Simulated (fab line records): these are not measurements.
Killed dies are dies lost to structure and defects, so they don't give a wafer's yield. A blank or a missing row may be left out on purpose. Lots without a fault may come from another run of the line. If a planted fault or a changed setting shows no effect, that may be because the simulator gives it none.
fab line records	flow sky130
record: lots: 14	wafers: 42	lastDay: 50
route steps=708 shown FIELD_ISO@3 NWELL@34 PWDE@47
lots that met no fault: taken from a fault-free run of the same line
startH: hours from the record's opening day to when the first of the lot's shown wafers began	waitH: how many hours have passed since the lot's step before this one	" unchanged from the row above	L1.1+2: several wafers, shown together as one row	- either no value or no given start	* or withheld: withheld	< > ~ a bound
route shown NAME@n: NAME is a module with steps in the file, n the number in the route of the first one	usual: mean and standard deviation over wafers with no fault	same: alike in all rows	chamber/n: place in a boat	sites: the reading at each site	_std_site: their standard deviation	_edge_site: inner sites' mean taken away from outer sites' mean	radiusMm: for every site, how far away it sits from the centre of the wafer	mask NAME#n: copy n	behind: tool/chamber where the wafer was last shaped	hold: what put the lot on hold/how long, in hours/how the hold closed	device: the n, p or np transistor that did not switch	end of line: tests run on the same wafers once the route is complete	where a step has no rows: the recipe by itself	killed: the dies lost at the first sort to structure and to defects; this is not the yield of the wafer	map: a wafer's dies, marking killed ones x, the rest . and places with no die _
set.NAME: the setting as run; set.NAME@STEP: as run at that earlier step	model.NAME: the simulator's own value behind a step, which no gauge read
route steps across a sampled set of lots; one table per step, one row per wafer
services: a tool's chamber out of use, with start hour (startH, from the record's first day; less than 0 if before it), hours out, and reason
== steps ==
step: SKY_FIELD_ISO_THK_MEAS_02
recipe: reads: SiO2_of_FIELD_ISO_OXIDATION_01
usual: FIELD_ISO_OXIDATION_00_THK: 12.02/0.24
lot.wafer	tool	chamber	startH	waitH	FIELD_ISO_OXIDATION_00_THK[nm]
L864.1	filmMetro-03	-	12.86	0.0	12.29
L864.2	"	-	"	"	12.49
L864.4	"	-	"	"	12.26
L866.1	filmMetro-02	-	21.63	0.0	12.14
L866.3	"	-	"	"	12.11
L866.5	"	-	"	"	12.18
L867.2	filmMetro-02	-	27.53	0.0	11.61
L867.4	"	-	"	"	11.66
L867.5	"	-	"	"	11.79
L868.2	filmMetro-04	-	31.79	0.0	12.05
L868.3	"	-	"	"	12.25
L868.6	"	-	"	"	12.19
L871.2	filmMetro-04	-	47.60	0.0	11.89
L871.4	"	-	"	"	11.87
L871.5	"	-	"	"	11.86
L872.2	filmMetro-04	-	51.64	0.0	12.21
L872.4	"	-	"	"	12.00
L872.5	"	-	"	"	12.23
L876.2	filmMetro-02	-	73.87	0.0	12.19
L876.3	"	-	"	"	12.07
L876.4	"	-	"	"	12.15
L878.2	filmMetro-04	-	87.92	0.0	12.01
L878.5	"	-	"	"	12.10
L878.6	"	-	"	"	11.98
L880.1	filmMetro-02	-	94.91	0.0	12.19
L880.4	"	-	"	"	12.31
L880.5	"	-	"	"	12.40
L882.1	filmMetro-04	-	104.49	0.0	12.04
L882.3	"	-	"	"	11.95
L882.5	"	-	"	"	12.20
L883.1	filmMetro-02	-	107.85	0.0	11.81
L883.5	"	-	"	"	11.68
L883.6	"	-	"	"	11.80
L884.1	filmMetro-04	-	112.77	0.0	12.25
L884.3	"	-	"	"	12.38
L884.4	"	-	"	"	12.53
L885.2	filmMetro-03	-	117.26	0.0	11.87
L885.4	"	-	"	"	11.91
L885.5	"	-	"	"	11.95
L887.3	filmMetro-04	-	127.92	0.0	11.61
L887.5	"	-	"	"	11.82
L887.6	"	-	"	"	11.53
step: SKY_FIELD_ISO_STRIP_16
recipe: chemistry: O2/N2	powerW: 1400	pressureMtorr: 1500	platenTempC: withheld	o2FlowSccm: 3000	n2FlowSccm: 300	overashFraction: 0.5
usual: drypumpMotorCurrentA: 5.4/0.41	oesProductAu: 0.374/0.0045	stripTimeToEndpointS: 3.47/0.038
lot.wafer	tool	chamber	startH	waitH	drypumpMotorCurrentA	oesProductAu	rfHoursCounterH	stripTimeToEndpointS
L864.1	plasmaAsher-01	1	30.01	0.0	5.8	0.376	35	3.46
L864.2	"	0	"	"	5.3	0.372	35	3.52
L864.4	"	1	"	"	5.8	0.368	-	3.44
L866.1	plasmaAsher-01	1	38.83	0.0	5.9	0.376	36	3.43
L866.3	"	1	"	"	5.9	0.374	-	3.43
L866.5	"	0	"	"	5.3	0.380	-	3.43
L867.2	plasmaAsher-04	1	44.91	0.0	5.9	0.376	23	3.51
L867.4	"	1	"	"	5.9	0.367	-	3.47
L867.5	"	1	"	"	5.9	0.367	-	3.50
L868.2	plasmaAsher-04	1	49.86	0.0	5.9	0.378	23	3.47
L868.3	"	1	"	"	5.9	0.375	-	3.47
L868.6	"	1	"	"	5.8	0.380	-	3.49
L871.2	plasmaAsher-04	1	65.72	0.0	5.9	0.369	24	3.47
L871.4	"	1	"	"	5.9	0.368	-	3.46
L871.5	"	1	"	"	5.9	0.377	-	3.47
L872.2	plasmaAsher-04	0	71.16	0.0	5.0	0.376	25	3.41
L872.4	"	1	"	"	5.9	0.377	-	3.41
L872.5	"	0	"	"	5.0	0.365	-	3.44
L876.2	plasmaAsher-01	1	91.82	0.0	5.9	0.371	41	3.42
L876.3	"	0	"	"	5.3	0.370	-	3.51
L876.4	"	1	"	"	5.8	0.378	-	3.49
L878.2	plasmaAsher-01	1	108.28	0.0	5.8	0.374	43	3.45
L878.5	"	0	"	"	5.4	0.371	-	3.51
L878.6	"	1	"	"	5.8	0.368	-	3.51
L880.1	plasmaAsher-04	0	113.38	0.0	4.9	0.377	29	3.46
L880.4	"	0	"	"	5.0	0.373	-	3.48
L880.5	"	1	"	"	5.9	0.369	-	3.51
L882.1	plasmaAsher-01	0	127.22	0.0	5.3	0.372	1	3.45
L882.3	"	0	"	"	5.4	0.366	-	3.43
L882.5	"	0	"	"	5.4	0.373	-	3.47
L883.1	plasmaAsher-01	0	129.71	0.0	5.4	0.376	1	3.43
L883.5	"	0	"	"	5.3	0.370	-	3.51
L883.6	"	1	"	"	5.8	0.372	-	3.46
L884.1	plasmaAsher-01	1	133.97	0.0	5.8	0.377	2	3.47
L884.3	"	1	"	"	5.9	0.369	-	3.45
L884.4	"	0	"	"	5.3	0.370	-	3.45
L885.2	plasmaAsher-04	1	137.81	0.0	5.9	0.370	31	3.43
L885.4	"	1	"	"	5.8	0.377	-	3.43
L885.5	"	0	"	"	5.0	0.371	-	3.42
L887.3	plasmaAsher-04	1	149.07	0.1	5.9	0.379	-	3.53
L887.5	"	1	"	"	5.9	0.381	-	3.50
L887.6	"	0	"	"	5.0	0.369	-	3.46
step: SKY_NWELL_THK_MEAS_02
recipe: reads: SiO2_of_NWELL_OXIDATION_01
usual: NWELL_OXIDATION_THK: 9.97/0.17
lot.wafer	tool	chamber	startH	waitH	NWELL_OXIDATION_THK[nm]
L864.1	filmMetro-02	-	37.01	0.0	9.95
L864.2	"	-	"	"	9.95
L864.4	"	-	"	"	10.08
L866.1	filmMetro-03	-	48.92	0.0	9.84
L866.3	"	-	"	"	9.78
L866.5	"	-	"	"	9.90
L867.2	filmMetro-02	-	51.58	0.0	9.74
L867.4	"	-	"	"	9.98
L867.5	"	-	"	"	9.98
L868.2	filmMetro-01	-	58.41	0.0	9.89
L868.3	"	-	"	"	9.74
L868.6	"	-	"	"	9.83
L871.2	filmMetro-03	-	77.79	0.0	10.04
L871.4	"	-	"	"	10.18
L871.5	"	-	"	"	10.12
L872.2	filmMetro-02	-	89.64	0.0	10.11
L872.4	"	-	"	"	9.87
L872.5	"	-	"	"	9.95
L876.2	filmMetro-01	-	105.00	0.0	9.98
L876.3	"	-	"	"	9.99
L876.4	"	-	"	"	9.94
L878.2	filmMetro-01	-	116.26	0.0	9.75
L878.5	"	-	"	"	9.92
L878.6	"	-	"	"	9.99
L880.1	filmMetro-01	-	121.06	0.0	10.07
L880.4	"	-	"	"	10.11
L880.5	"	-	"	"	9.95
L882.1	filmMetro-03	-	133.59	0.0	10.20
L882.3	"	-	"	"	10.26
L882.5	"	-	"	"	10.24
L883.1	filmMetro-02	-	137.81	0.0	9.69
L883.5	"	-	"	"	9.67
L883.6	"	-	"	"	9.71
L884.1	filmMetro-03	-	141.92	0.0	9.85
L884.3	"	-	"	"	10.03
L884.4	"	-	"	"	10.14
L885.2	filmMetro-01	-	144.74	0.0	10.07
L885.4	"	-	"	"	10.12
L885.5	"	-	"	"	10.05
L887.3	filmMetro-02	-	163.13	0.0	10.22
L887.5	"	-	"	"	10.15
L887.6	"	-	"	"	10.23
step: SKY_PWDE_COAT_02
recipe: spinRpm: 2000	resistThkNm: 3000
usual: chillPlateTempC: 23.01/0.11
lot.wafer	tool	chamber	startH	waitH	chillPlateTempC
L864.1	lithoTrack-01	0	60.08	0.1	22.85
L864.2	"	0	"	"	22.92
L864.4	"	0	"	"	22.91
L866.1	lithoTrack-01	0	72.43	0.1	23.04
L866.3	"	0	"	"	22.94
L866.5	"	0	"	"	22.93
L867.2	lithoTrack-03	0	75.36	0.1	22.91
L867.4	"	0	"	"	22.87
L867.5	"	0	"	"	22.66
L868.2	lithoTrack-01	0	82.86	0.1	23.16
L868.3	"	0	"	"	23.11
L868.6	"	0	"	"	23.07
L871.2	lithoTrack-04	0	101.58	0.1	23.06
L871.4	"	0	"	"	22.79
L871.5	"	0	"	"	22.79
L872.2	lithoTrack-01	0	114.66	0.1	23.10
L872.4	"	0	"	"	23.10
L872.5	"	0	"	"	23.05
L876.2	lithoTrack-03	0	131.51	0.1	22.95
L876.3	"	0	"	"	22.98
L876.4	"	0	"	"	23.08
L878.2	lithoTrack-01	0	144.86	0.1	23.04
L878.5	"	0	"	"	23.14
L878.6	"	0	"	"	22.99
L880.1	lithoTrack-01	0	149.58	0.1	23.03
L880.4	"	0	"	"	22.87
L880.5	"	0	"	"	22.92
L882.1	lithoTrack-03	0	162.39	0.1	23.16
L882.3	"	0	"	"	22.98
L882.5	"	0	"	"	23.10
L883.1	lithoTrack-03	0	167.59	0.1	22.99
L883.5	"	0	"	"	23.10
L883.6	"	0	"	"	23.16
L884.1	lithoTrack-04	0	170.61	0.1	23.02
L884.3	"	0	"	"	23.23
L884.4	"	0	"	"	23.12
L885.2	lithoTrack-04	0	173.53	0.1	23.02
L885.4	"	0	"	"	23.26
L885.5	"	0	"	"	22.89
L887.3	lithoTrack-03	0	193.04	0.1	22.91
L887.5	"	0	"	"	23.02
L887.6	"	0	"	"	22.84
step: SKY_PWDE_STRIP_09
recipe: chemistry: O2/N2	powerW: 1400	pressureMtorr: 1500	platenTempC: withheld	o2FlowSccm: 3000	n2FlowSccm: 300	overashFraction: 0.5
usual: drypumpMotorCurrentA: 5.6/0.37	oesProductAu: 0.723/0.0048	stripTimeToEndpointS: 36.87/0.12
lot.wafer	tool	chamber	startH	waitH	drypumpMotorCurrentA	oesProductAu	rfHoursCounterH	stripTimeToEndpointS
L864.1	plasmaAsher-04	1	68.77	0.1	5.8	0.724	25	36.76
L864.2	"	0	"	"	5.0	0.728	25	36.83
L864.4	"	0	"	"	5.0	0.722	-	36.73
L866.1	plasmaAsher-03	1	81.39	0.1	6.0	0.718	40	37.11
L866.3	"	1	"	"	5.9	0.719	-	37.00
L866.5	"	1	"	"	6.0	0.726	-	36.99
L867.2	plasmaAsher-03	0	83.84	0.1	5.8	0.739	41	36.89
L867.4	"	1	"	"	6.0	0.724	-	36.94
L867.5	"	0	"	"	5.7	0.716	-	36.99
L868.2	plasmaAsher-01	1	90.57	0.1	5.9	0.724	41	36.88
L868.3	"	0	"	"	5.4	0.718	-	36.77
L868.6	"	0	"	"	5.4	0.720	-	36.94
L871.2	plasmaAsher-03	0	110.27	0.1	5.8	0.726	43	37.04
L871.4	"	0	"	"	5.8	0.719	-	37.09
L871.5	"	0	"	"	5.8	0.719	-	37.09
L872.2	plasmaAsher-04	1	124.19	0.1	5.9	0.729	30	36.95
L872.4	"	1	"	"	5.9	0.724	-	36.98
L872.5	"	1	"	"	5.9	0.718	-	37.06
L876.2	plasmaAsher-04	0	142.02	0.1	5.0	0.720	32	36.73
L876.3	"	1	"	"	5.9	0.730	-	36.78
L876.4	"	0	"	"	5.0	0.723	-	36.63
L878.2	plasmaAsher-01	1	155.29	0.1	5.8	0.722	4	18.83
L878.5	"	1	"	"	5.8	0.705	-	18.80
L878.6	"	0	"	"	5.3	0.725	-	18.81
L880.1	plasmaAsher-01	0	159.67	0.1	5.3	0.716	4	18.75
L880.4	"	1	"	"	5.8	0.720	-	18.81
L880.5	"	0	"	"	5.3	0.716	-	18.84
L882.1	plasmaAsher-04	1	172.57	0.1	5.9	0.728	35	36.94
L882.3	"	0	"	"	5.0	0.709	-	36.84
L882.5	"	1	"	"	5.9	0.726	-	36.98
L883.1	plasmaAsher-01	1	177.87	0.1	5.8	0.726	6	36.86
L883.5	"	0	"	"	5.3	0.722	-	36.97
L883.6	"	1	"	"	5.8	0.723	-	36.80
L884.1	plasmaAsher-01	0	180.37	0.1	5.3	0.726	6	36.66
L884.3	"	1	"	"	5.8	0.732	-	36.77
L884.4	"	0	"	"	5.3	0.729	-	36.89
L885.2	plasmaAsher-01	1	184.02	0.1	5.8	0.731	6	36.83
L885.4	"	1	"	"	5.8	0.727	-	36.96
L885.5	"	1	"	"	5.8	0.729	-	36.89
L887.3	plasmaAsher-04	0	203.98	0.1	4.9	0.725	-	36.78
L887.5	"	1	"	"	5.9	0.735	-	36.76
L887.6	"	0	"	"	5.0	0.716	-	36.84
== services ==
tool	chamber	startH	hours	kind
plasmaAsher-01	-	11.90	4.8	repair
plasmaAsher-04	-	65.84	2.8	pm
plasmaAsher-01	-	108.75	9.0	pm
plasmaAsher-01	0	108.75	9.0	ventCycle
plasmaAsher-01	1	108.75	9.0	ventCycle
plasmaAsher-01	0	117.75	-	clean
plasmaAsher-01	1	117.75	-	clean
== key ==
firstSign: step: SKY_PWDE_STRIP_09	reading: stripTimeToEndpointS	direction: down	sigmas: 99+	usual: *	struck: *
effect none on later readings
metAt SKY_PWDE_COAT_02
struckLots L878,L880
sortLeftOut L878.2,L878.5,L878.6,L880.1,L880.4,L880.5
testerLeftOut L878,L880
notActingAt SKY_FIELD_ISO_THK_MEAS_02,SKY_FIELD_ISO_STRIP_16,SKY_NWELL_THK_MEAS_02
onsetBetween 114.66 144.86
fault: kind: processParameterDrift	tool: lithoTrack-01	chamber: -	onsetH: 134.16	steps: SKY_PWDE_COAT_02	channel: resistThkNm	offset: -1559	shape: step	endH: 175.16	actsIn: theseRecipesOnly	stated: 3000
testerLeftOut: of these lots the tester's yield and bins aren't shown, on N5 and GAA mostly nor the transistor test; their killed dies are dies lost to structure and defects alone, not to doping, threshold or leakage, so they don't give the yield
sortLeftOut: the simulated sort isn't trusted on such a fault, so these wafers' sort isn't shown, and their yield isn't known
